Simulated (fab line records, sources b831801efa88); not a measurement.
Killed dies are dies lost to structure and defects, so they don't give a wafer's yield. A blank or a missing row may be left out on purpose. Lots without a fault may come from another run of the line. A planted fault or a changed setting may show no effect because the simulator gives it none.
Which tool did it? | flow sky130 | 12 lots, 36 wafers sampled, at 1 step of a route of 708

WHAT THE GAUGES READ, wafer by wafer
SKY_LI_CONTACT_THK_MEAS_01.
lot  | measured     | on            | LI_CONTACT_HDPCVD_THK (nm)
L075 | day 29 22:43 | film_metro-03 | 945 943 941
L077 | day 31 04:01 | film_metro-04 | 931 951 939
L079 | day 31 08:39 | film_metro-01 | 930 933 932
L081 | day 32 06:20 | film_metro-04 | 924 910 918
L083 | day 32 13:33 | film_metro-03 | 922 918 903
L085 | day 33 11:30 | film_metro-04 | 923 937 919
L088 | day 34 00:54 | film_metro-01 | 918 921 929
L089 | day 34 08:05 | film_metro-04 | 935 916 922
L091 | day 34 22:32 | film_metro-01 | 925 916 908
L093 | day 35 10:53 | film_metro-01 | 922 913 927
L095 | day 36 03:24 | film_metro-04 | 903 923 912
L097 | day 36 14:53 | film_metro-01 | 924 936 926

WHICH TOOL RAN EACH LOT (tool, then ch and the chambers of the sampled wafers, then the start)
The record holds no process step before these readings.

THE ANSWER, worked out from the rows above alone
Rule: what is usual is taken from the lots themselves. Put in order of their means at a reading, lots are off if they are a third of the lots or fewer, leave a main group of 4 or more, and stand apart from it by a gap of 3 or more times the standard deviation of the main group's means; of several such gaps the widest counts. A main group whose means are all the same, to the digits that the tables above print for the reading, isn't used. A lot without any number at a reading at which 4 lots or more have one is off too. The other lots that the step has rows for count as sound.
No lot is off at any reading shown: from this, nothing can be told.

WHAT THE SIMULATOR HAD PUT IN
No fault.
